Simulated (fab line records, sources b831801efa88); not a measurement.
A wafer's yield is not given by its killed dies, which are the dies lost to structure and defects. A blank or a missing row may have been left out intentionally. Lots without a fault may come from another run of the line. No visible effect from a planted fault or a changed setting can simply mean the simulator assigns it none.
Problem report in the 8D (eight disciplines) form, filled by code | flow sky130 | the parts of the form that need people (team, actions taken, sign-off) are left out

1. PROBLEM STATEMENT
Wafers free of any fault read 4.02 nm (standard deviation 0.076) for POLY_GATE_OXIDATION_THK at SKY_POLY_GATE_THK_MEAS_21, against a mean of 2.73 nm on 6 wafers of 2 lots. That is -17 standard deviations from the usual mean.
The first sign was on wafer L342.4 at day 21 02:22, on film_metro-01. The record has a number at this step for 30 wafers belonging to 10 lots. By rule, "out" or "out of limits" means more than 4 standard deviations away from the usual mean. Any other wafer with a number is counted as sound.

2. WHAT IT IS, AND WHAT IT ISN'T
question                    | is                           | is not
which readings at this step | POLY_GATE_OXIDATION_THK      | -
which lots                  | L342, L343                   | L331, L332, L334, L338, L340, L346, L347, L352
which wafers of those lots  | all that have a number       | -
read on which gauges        | film_metro-01, film_metro-03 | film_metro-02
when                        | from day 21 02:22            | up to then (15 sound wafers); but 9 sound wafers of L346, L347, L352 came after

3. WHAT RULES OUT EACH SUSPECT
Counting: any tool at a process step up to the reading is kept as a suspect provided that every lot that is out went through it and no sound lot did after the first of them.
- the gauge at SKY_POLY_GATE_THK_MEAS_21 is ruled out. The wafers that are out were read on 2 gauges (film_metro-01, film_metro-03).
- furnace-01 at SKY_POLY_GATE_OXIDATION_20 (stabilise 600 s, purge 300 s, target thk 4 nm): kept. It ran every lot that is out, first L342 (day 21 01:05), and no sound lot after that; its last sound lot up to then is L340 (day 20 11:07). Its own readings are out on those wafers: spike_tc_bottom_C, spike_tc_centre_C, spike_tc_lower_C, spike_tc_top_C, spike_tc_upper_C, tube_center_temp_C, tube_center_temp_C_max, zone_power_bottom_pct.
After counting, what remains is furnace-01 at SKY_POLY_GATE_OXIDATION_20.

4. THE CAUSE (what the simulator had put in)
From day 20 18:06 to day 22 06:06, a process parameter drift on furnace-01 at SKY_POLY_GATE_OXIDATION_20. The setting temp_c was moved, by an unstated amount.
This tool alone remained once counting was done.

5. THE EFFECT CHAIN, in route order
Each row: a reading where the mean over the struck wafers with a number is more than 3 standard deviations away from the usual. Only readings for which the record gives a usual standard deviation are gone through. hours: the time from each lot's start at the first step in this table that gives one to its start at this step, as a median over the lots. sigmas: the change in usual standard deviations.
hours | step                       | reading                 | usual    | on struck wafers | change | sigmas
0     | SKY_POLY_GATE_OXIDATION_20 | spike_tc_bottom_C       | 863.6 C  | 836.8            | -26.8  | -12
0     | SKY_POLY_GATE_OXIDATION_20 | spike_tc_centre_C       | 849.6 C  | 820.2            | -29.4  | -31
0     | SKY_POLY_GATE_OXIDATION_20 | spike_tc_lower_C        | 851.0 C  | 820.0            | -31.0  | -28
0     | SKY_POLY_GATE_OXIDATION_20 | spike_tc_top_C          | 862.9 C  | 835.8            | -27.1  | -11
0     | SKY_POLY_GATE_OXIDATION_20 | spike_tc_upper_C        | 850.3 C  | 820.1            | -30.2  | -23
0     | SKY_POLY_GATE_OXIDATION_20 | tube_center_temp_C      | 850.01 C | 820.47           | -29.54 | -99 or more
0     | SKY_POLY_GATE_OXIDATION_20 | tube_center_temp_C_max  | 852.1    | 822.6            | -29.5  | -95
0     | SKY_POLY_GATE_OXIDATION_20 | zone_power_bottom_pct   | 23.8 %   | 21.8             | -2.0   | -5.6
0     | SKY_POLY_GATE_OXIDATION_20 | zone_power_top_pct      | 33.3 %   | 30.9             | -2.4   | -3.2
1     | SKY_POLY_GATE_THK_MEAS_21  | POLY_GATE_OXIDATION_THK | 4.02 nm  | 2.73             | -1.29  | -17
Process steps it contains:
- SKY_POLY_GATE_OXIDATION_20: stabilise 600 s, purge 300 s, target thk 4 nm.

6. HOW IT WOULD HAVE BEEN CAUGHT EARLIER
In this record the first reading out of limits at a measuring or inspecting step was taken at day 21 02:22, 8 hours after the fault began at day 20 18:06.
The tool's own readings at SKY_POLY_GATE_OXIDATION_20 were out on every struck wafer that the step has a row for (spike_tc_bottom_C, spike_tc_centre_C, spike_tc_lower_C, spike_tc_top_C, spike_tc_upper_C, tube_center_temp_C, tube_center_temp_C_max, zone_power_bottom_pct): an alarm limit on them would have fired on the first of those.
Among the 2 lots that are out, L343 began SKY_POLY_GATE_OXIDATION_20 on furnace-01 after day 21 02:22. It would have been spared by a hold on the tool at that moment.
